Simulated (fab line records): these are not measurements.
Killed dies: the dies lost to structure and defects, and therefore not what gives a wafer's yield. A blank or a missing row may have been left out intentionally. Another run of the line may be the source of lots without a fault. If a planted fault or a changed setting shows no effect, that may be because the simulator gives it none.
Struck lot and sound lot, side by side -- flow sky130 -- 32 out of 708 route steps
Sound: the wafers L253.1, L253.5, L253.6. Struck: wafers L261.2, L261.3, L261.4. The cause is named last.
Each step with rows lists, per side, the tool, then ch with its chambers, then its first start. Under that, the readings that differ: sound wafers -- struck wafers -- difference of the means -- sigmas: that difference in standard deviations of wafers without a fault.
alike: words and numbers the same on both sides, and readings whose means are apart by under 2 such deviations; not compared: readings that were withheld, readings missing a value for some wafer, numbers with overlapping values and no deviation given by the record, and bounds like >300 which may hide the same value.
Wherever a step has rows on one side only, a row that says differs or no value, or a row with sigmas, the two part there. Numbers that have no deviation but don't overlap get no sigmas and don't part them. A reading that every wafer of one side lacks parts them only if that side has two wafers or more.

SKY_VIA1_ETCH_15: etches SiO2 in C4F8/O2/Ar, stops on TiN, target depth 351 nm, time 54 s.
  sound on rieDiel-04 ch 0,1, day 34 00:18; struck on rieDiel-03 ch 0,2,3, day 37 10:54
  alike: oesProductAu
  not compared: rfHoursCounterH
then, 6 steps without rows for these wafers: SKY_VIA1_STRIP_16 (strips in O2/N2); SKY_VIA1_STRIP_17 (strips in post etch residue remover, time 1200 s); SKY_VIA1_CLEAN_18 (cleans in IPA, time 180 s); SKY_VIA1_CLEAN_19 (cleans in O3/DIW); SKY_VIA1_SPUTTER_20 (material TiN, target thk 20 nm, time 80 s); SKY_VIA1_CVD_21 (deposits W, target thk 270 nm, time 80.902 s).
SKY_VIA1_RS_MEAS_22: a four-point-probe measurement.
  sound: filmMetro-03 at day 34 01:06; struck: filmMetro-03 at day 37 11:45
  alike: VIA1_W_RS
SKY_VIA1_THK_MEAS_23: measures by xrf.
  sound: filmMetro-03 at day 34 01:13; struck: filmMetro-03 at day 37 11:52
  alike: VIA1_W_THK
then, 1 step without rows for these wafers: SKY_VIA1_CMP_24 (polishes, stops on SiO2, t overpolish 15 s, target thk 0 nm).
SKY_METAL2_SPUTTER_00: material Ti, target thk 15 nm, time 10 s.
  sound: pvdSputter-01 at day 34 01:35; struck: pvdSputter-01 at day 37 12:13
  alike: cathodeDcPowerW, throttleValvePct
then, 1 step without rows for these wafers: SKY_METAL2_SPUTTER_01 (material TiN, target thk 20 nm, time 16.7 s).
SKY_METAL2_SPUTTER_02: material AlCu, target thk 250 nm, time 13.3 s.
  sound: pvdSputter-01 at day 34 01:37; struck: pvdSputter-01 at day 37 12:16
reading,sound,struck,difference,sigmas
model.AlCu_of_METAL2_SPUTTER_02.thkNm (nm),244.3 248.3 246,180.6 183.2 181.8,-64.3,
  alike: cathodeDcPowerW, throttleValvePct
SKY_METAL2_SPUTTER_03: material Ti, target thk 5 nm, time 3.3 s.
  sound: pvdSputter-01 at day 34 01:39; struck: pvdSputter-01 at day 37 12:17
  alike: cathodeDcPowerW, throttleValvePct
SKY_METAL2_SPUTTER_04: material TiN, target thk 70 nm, time 58.3 s.
  sound: pvdSputter-01 at day 34 01:40; struck: pvdSputter-01 at day 37 12:19
  alike: cathodeDcPowerW, throttleValvePct
SKY_METAL2_RS_MEAS_05: a four-point-probe measurement.
  sound: filmMetro-04 at day 34 01:43; struck: filmMetro-01 at day 37 12:22
reading,sound,struck,difference,sigmas
METAL2_ALCU_RS (ohm/sq),0.1300 0.1281 0.1291,0.1783 0.1752 0.1769,+0.0477,+37
SKY_METAL2_THK_MEAS_06: measures by xrf.
  sound: filmMetro-04 at day 34 01:50; struck: filmMetro-01 at day 37 12:29
reading,sound,struck,difference,sigmas
METAL2_ALCU_THK (nm),244.3 247.2 245.8,179.0 184.4 181.4,-64.2,-24
then, 8 steps without rows for these wafers: SKY_METAL2_DEHYDRATE_07 (time 60 s); SKY_METAL2_HMDS_08 (prime time 60 s); SKY_METAL2_COAT_09 (resist thk 60 nm); SKY_METAL2_COAT_10 (resist thk 450 nm); SKY_METAL2_SOFTBAKE_11 (time 90 s); SKY_METAL2_EXPOSE_12 (exposes mask MM2, target cd 140 nm); SKY_METAL2_PEB_13; SKY_METAL2_DEVELOP_14 (develop time 60 s).
SKY_METAL2_CD_MEAS_15 targets a cd of 140 nm.
  sound: cdSem-01 at day 35 02:15; struck: cdSem-01 at day 38 12:37
  alike: cdNm
SKY_METAL2_OVL_MEAS_16:
  sound: overlay-02 at day 35 02:22; struck: overlay-02 at day 38 12:44
  alike: METAL2_OVL
then, 1 step without rows for these wafers: SKY_METAL2_DESCUM_17 (chemistry O2, time 8 s).
SKY_METAL2_ETCH_18: etches BARC in N2/H2, stops on SiO2, time 45.9 s, target depth 60 nm.
  sound on rieMetal-01 ch 0,1, day 35 02:26; struck on rieMetal-01 ch 0,1, day 38 12:47
  alike: drypumpMotorCurrentA, oesProductAu, throttleValvePct
  not compared: rfHoursCounterH
SKY_METAL2_METAL_ETCH_19: etches the open film in Cl2/BCl3, stops on SiO2, target depth 360 nm, time 78 s.
  sound on rieMetal-01 ch 0,1, day 35 02:30; struck on rieMetal-01 ch 0,1, day 38 12:51
reading,sound,struck,difference,sigmas
oesProductAu (a.u.),0.845 0.857 0.853,0.785 0.791 0.780,-0.066,-12
  alike: drypumpMotorCurrentA, throttleValvePct
  not compared: rfHoursCounterH
then, 1 step without rows for these wafers: SKY_METAL2_STRIP_20 (strips in O2/N2).
-- the record jumps here: 10 days lie between the struck wafers' starts before and after (it left off in module METAL2 and takes up again in module PAD_OPEN, whose first step shown is number 708 of the route) --
SKY_PAD_OPEN_PROBE_99:
  sound: prober-01 at day 45 15:46; struck: prober-02 at day 48 11:50
reading,sound,struck,difference,sigmas
model.etest.met2.lineOhmUm,0.9336 0.9002 0.9494,1.265 1.225 1.267,+0.325,
model.etest.met2.rsOhmSq,0.1318 0.128 0.1315,0.1818 0.1778 0.1777,+0.0487,
  alike: defectLimitedYield, killed_at_M0_to_M3, killed_at_M4_up, killedAtContacts, killedAtFrontEnd, killedAtOther, killedDies, killedOpen, killedShort, sort_bin_3_pad_short, sort_bin_5_function, sort_bin_6_memory, sortNPass, sortYieldPct

## WHERE THEY PART
First at SKY_METAL2_RS_MEAS_05; last, within this record, at SKY_METAL2_METAL_ETCH_19. Later steps at which nothing parts them and some readings are alike: SKY_PAD_OPEN_PROBE_99.

WHY: what had been put in by the simulator
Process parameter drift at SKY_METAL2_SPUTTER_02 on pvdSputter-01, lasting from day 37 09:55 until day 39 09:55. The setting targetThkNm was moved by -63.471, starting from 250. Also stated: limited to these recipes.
